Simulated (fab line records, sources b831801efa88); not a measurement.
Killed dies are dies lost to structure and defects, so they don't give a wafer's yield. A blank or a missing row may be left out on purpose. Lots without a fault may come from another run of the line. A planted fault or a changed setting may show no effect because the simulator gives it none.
Which tool did it? | flow sky130 | 6 lots, 18 wafers sampled, at 1 step of a route of 708

WHAT THE GAUGES READ, wafer by wafer
SKY_SD_N_OVL_MEAS_08.
lot  | measured     | on         | SD_N_OVL (nm)
L863 | day 28 14:31 | overlay-01 | -2.7 -2.6 0.1
L869 | day 31 23:56 | overlay-02 | -0.7 -1.2 -2.7
L872 | day 32 20:59 | overlay-01 | -0.1 0.4 -0.5
L876 | day 33 10:38 | overlay-02 | 0.0 -0.7 -0.6
L881 | day 35 00:35 | overlay-01 | -0.2 -1.3 1.5
L883 | day 35 05:31 | overlay-01 | -0.4 -1.6 -3.9

WHICH TOOL RAN EACH LOT (tool, then ch and the chambers of the sampled wafers, then the start)
The record holds no process step before these readings.

THE ANSWER, worked out from the rows above alone
Rule: what is usual is taken from the lots themselves. Put in order of their means at a reading, lots are off if they are a third of the lots or fewer, leave a main group of 4 or more, and stand apart from it by a gap of 3 or more times the standard deviation of the main group's means; of several such gaps the widest counts. A main group whose means are all the same, to the digits that the tables above print for the reading, isn't used. A lot without any number at a reading at which 4 lots or more have one is off too. The other lots that the step has rows for count as sound.
No lot is off at any reading shown: from this, nothing can be told.

WHAT THE SIMULATOR HAD PUT IN
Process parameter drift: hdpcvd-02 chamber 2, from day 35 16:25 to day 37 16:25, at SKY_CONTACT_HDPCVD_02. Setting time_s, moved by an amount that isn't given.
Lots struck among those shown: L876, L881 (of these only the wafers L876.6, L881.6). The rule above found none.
